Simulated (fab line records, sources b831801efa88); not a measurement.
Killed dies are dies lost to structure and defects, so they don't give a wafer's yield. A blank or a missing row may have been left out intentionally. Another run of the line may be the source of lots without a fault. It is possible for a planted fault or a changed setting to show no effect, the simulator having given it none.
What tool caused it?    flow sfq_line    21 wafers from 7 lots sampled at 2 of the route's 325 steps

## WHAT THE GAUGES READ, wafer by wafer
SFQ_M1_RS_MEAS_909: a four-point-probe measurement.
lot   measured      on             M1_NB_RS (ohm/sq)
L750  day 10 13:00  film_metro-04  0.874 0.882 0.886
L752  day 11 03:25  film_metro-04  0.896 0.884 0.896
L754  day 11 10:37  film_metro-04  0.884 0.880 0.886
L757  day 12 10:37  film_metro-04  0.905 0.903 0.908
L760  day 13 23:00  film_metro-01  0.886 0.893 0.896
L764  day 15 02:43  film_metro-01  0.889 0.892 1.155
L767  day 15 21:41  film_metro-01  0.885 0.879 0.879

## EACH LOT AND THE TOOL THAT RAN IT (in order: tool; ch and the chambers of the sampled wafers; start)
lot   SFQ_TRILAYER_M1_DEP_SPUTTER_037
L750  pvd_sputter-04, day 10 12:55
L752  pvd_sputter-03, day 11 03:19
L754  pvd_sputter-04, day 11 10:32
L757  pvd_sputter-06, day 12 10:31
L760  pvd_sputter-03, day 13 22:54
L764  pvd_sputter-03, day 15 02:38
L767  pvd_sputter-04, day 15 21:36
- SFQ_TRILAYER_M1_DEP_SPUTTER_037: material Nb, target thk 200 nm, time 133.3 s.

## THE ANSWER, worked out from the rows above alone
Rule: what is usual is taken from the lots themselves. Put in order of their means at a reading, lots are off if they are a third of the lots or fewer, leave a main group of 4 or more, and stand apart from it by a gap of 3 or more times the standard deviation of the main group's means; of several such gaps the widest counts. Not used: any main group whose means are identical at the precision the tables above print for the reading. Also off: a lot with no number at a reading for which 4 or more lots have one. Any other lot the step has rows for is counted as sound.
Off: at SFQ_M1_RS_MEAS_909 (M1_NB_RS), L764. Mean 0.889 ohm/sq and standard deviation 0.0086 in the main group.
A tool fits if, at a process step before that reading, it ran every lot that is off, and no sound lot after the first of them. Gauges at SFQ_M1_RS_MEAS_909: tried the same way as those tools. One candidate fits, namely pvd_sputter-03 at SFQ_TRILAYER_M1_DEP_SPUTTER_037. Its last sound lot is L760 (day 13 22:54), its first lot that is off L764 (day 15 02:38): a fault that began between those two fits.

## WHAT THE SIMULATOR HAD INSERTED
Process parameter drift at SFQ_TRILAYER_M1_DEP_SPUTTER_037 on pvd_sputter-03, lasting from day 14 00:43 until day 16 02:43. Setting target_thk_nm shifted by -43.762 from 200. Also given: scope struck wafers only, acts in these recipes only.
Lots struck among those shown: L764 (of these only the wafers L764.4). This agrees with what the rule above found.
